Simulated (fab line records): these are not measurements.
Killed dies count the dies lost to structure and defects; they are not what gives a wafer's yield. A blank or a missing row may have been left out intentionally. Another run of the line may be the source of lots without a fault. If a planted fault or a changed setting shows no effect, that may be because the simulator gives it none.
2 desks looking at one fault / flow gf180mcu / every desk sees just its own numbers, and what lay behind them comes last

== TOOL OWNER'S DESK, rie-metal-02 ==
The tool's own readings at GF_M1_METAL_ETCH_16 (etches the open film in Cl2/BCl3, stops on SiO2, target depth 627.5 nm, time 104.6 s): means of the sampled wafers that have a number, for each lot that ran on this tool. The brackets show how far a lot's mean lies from the usual mean; more than 4 standard deviations puts the lot out of limits, marked OUT.
Columns: A = drypump-motor-current-A at GF_M1_METAL_ETCH_16, usual 5.93 A; B = oes-product-au at GF_M1_METAL_ETCH_16, usual 0.973 a.u.; C = rf-fwd-power-W at GF_M1_METAL_ETCH_16, usual 796.2 W; D = throttle-valve-pct at GF_M1_METAL_ETCH_16, usual 28.249 %
lot=L113; first seen here=day 17 05:31; A=6.08; B=0.972; C=794.1; D=28.248
lot=L115; first seen here=day 17 23:00; A=5.99; B=0.972; C=798.2; D=28.251
lot=L119; first seen here=day 19 17:11; A=6.00; B=0.972; C=799.5; D=28.252
lot=L121; first seen here=day 20 05:41; A=5.99; B=0.929 (-6.2) OUT; C=670.9 (-46) OUT; D=28.288
lot=L125; first seen here=day 21 10:10; A=6.05; B=0.915 (-8.2) OUT; C=667.3 (-48) OUT; D=28.311 (+6.2) OUT
lot=L134; first seen here=day 24 13:57; A=6.01; B=0.979; C=796.1; D=28.243
lot=L135; first seen here=day 25 01:47; A=6.05; B=0.977; C=794.7; D=28.246
This desk's verdict: out of limits on L121, L125, starting with L121 at day 20 05:41 (oes-product-au at GF_M1_METAL_ETCH_16). Within limits: L113, L115, L119, L134, L135.

== AT THE METROLOGY DESK ==
What the gauges read for every lot (on any tool): the sampled wafers with a number, averaged. The brackets show how far a lot's mean lies from the usual mean; more than 4 standard deviations puts the lot out of limits, marked OUT.
Columns: A = cd-nm at GF_M1_CD_MEAS_14, usual 229.8 nm; B = V1_CVD_02_THK at GF_V1_THK_MEAS_03, usual 851 nm
lot=L113; first seen here=day 17 05:19; A=228.4; B=858
lot=L115; first seen here=day 17 22:52; A=228.8; B=852
lot=L119; first seen here=day 19 17:02; A=229.5; B=860
lot=L121; first seen here=day 20 05:33; A=229.2; B=856
lot=L122; first seen here=day 20 16:59; A=229.4; B=848
lot=L123; first seen here=day 21 02:45; A=231.6; B=854
lot=L124; first seen here=day 21 09:10; A=230.4; B=856
lot=L125; first seen here=day 21 10:01; A=229.8; B=850
lot=L126; first seen here=day 22 02:28; A=231.3; B=845
lot=L132; first seen here=day 24 01:16; A=229.9; B=847
lot=L133; first seen here=day 24 06:15; A=227.7; B=864
lot=L134; first seen here=day 24 13:47; A=230.9; B=847
lot=L135; first seen here=day 25 01:38; A=229.9; B=849
lot=L136; first seen here=day 25 02:02; A=227.5; B=849
This desk's verdict: no lot among the 14 shows anything out of limits.

== TAKEN TOGETHER ==
The tool owner's desk had the chance to raise an alarm at day 20 05:41 on L121, L125.
The metrology desk saw nothing out of limits.
The metrology desk has L121, L125 on record, within its limits.
All the named lots went through GF_M1_METAL_ETCH_16 on rie-metal-02.

== WHAT THE SIMULATOR HAD INSERTED ==
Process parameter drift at GF_M1_METAL_ETCH_16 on rie-metal-02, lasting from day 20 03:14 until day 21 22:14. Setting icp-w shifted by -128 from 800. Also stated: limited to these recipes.
Lots struck among those shown: L121, L125.
Time in hours from fault onset to the first out-of-limits reading at each desk: the tool owner's desk, 2.
